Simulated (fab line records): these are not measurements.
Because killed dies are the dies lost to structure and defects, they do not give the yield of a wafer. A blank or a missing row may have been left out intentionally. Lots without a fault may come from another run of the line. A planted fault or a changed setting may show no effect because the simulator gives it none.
The same fault as seen by 2 desks + flow sfq-line + only its own numbers are on each desk; what lay behind them is given at the end

THE TOOL OWNER'S DESK: cmp-02
The tool's own readings at SFQ_TRILAYER_I7_CMP_CMP_184 (polishes SiO2): means of the sampled wafers that have a number, for each lot that ran on this tool. Any lot whose mean is over 4 standard deviations away from the usual mean is out of limits and marked OUT; that distance is given in the brackets.
Columns: A = motor-current-A at SFQ_TRILAYER_I7_CMP_CMP_184, usual 10.6 A; B = time-to-endpoint-s at SFQ_TRILAYER_I7_CMP_CMP_184, usual 207 s
| lot  | first seen here | A    | B   |
|------|-----------------|------|-----|
| L236 | day 82 10:59    | 10.3 | 203 |
| L238 | day 82 18:21    | 10.1 | 212 |
| L239 | day 82 20:21    | 10.4 | 198 |
| L248 | day 85 03:28    | 10.9 | 203 |
| L250 | day 86 18:22    | 9.9  | 198 |
| L256 | day 89 11:02    | 11.1 | 213 |
| L257 | day 90 11:41    | 10.0 | 209 |
This desk's finding: nothing out of limits on any of the 7 lots.

FROM THE METROLOGY DESK
Means of the sampled wafers that have a number, per lot and without regard to the tool the lot ran on: this is what the gauges read. Any lot whose mean is over 4 standard deviations away from the usual mean is out of limits and marked OUT; that distance is given in the brackets.
Columns: A = C5_OVL at SFQ_C5_OVL_MEAS_937, usual 0 nm; B = M7_OVL at SFQ_M7_OVL_MEAS_945, usual -3 nm
| lot  | first seen here | A  | B  |
|------|-----------------|----|----|
| L236 | day 76 22:38    | 13 | 5  |
| L237 | day 76 23:50    | 4  | -9 |
| L238 | day 77 07:34    | 3  | -5 |
| L239 | day 77 08:46    | -1 | 3  |
| L240 | day 77 12:22    | 4  | -4 |
| L242 | day 78 00:22    | -1 | -5 |
| L248 | day 80 02:22    | -2 | -7 |
| L250 | day 81 07:31    | -0 | -3 |
| L254 | day 82 01:31    | -5 | -2 |
| L256 | day 84 16:48    | -7 | -3 |
| L257 | day 86 01:11    | 3  | -9 |
| L258 | day 86 02:38    | -5 | -6 |
| L259 | day 86 03:50    | 0  | -5 |
This desk's finding: nothing out of limits on any of the 13 lots.

TAKEN TOGETHER
Nothing out of limits was seen by the tool owner's desk.
Nothing out of limits was seen by the metrology desk.

WHAT WAS PUT IN BY THE SIMULATOR
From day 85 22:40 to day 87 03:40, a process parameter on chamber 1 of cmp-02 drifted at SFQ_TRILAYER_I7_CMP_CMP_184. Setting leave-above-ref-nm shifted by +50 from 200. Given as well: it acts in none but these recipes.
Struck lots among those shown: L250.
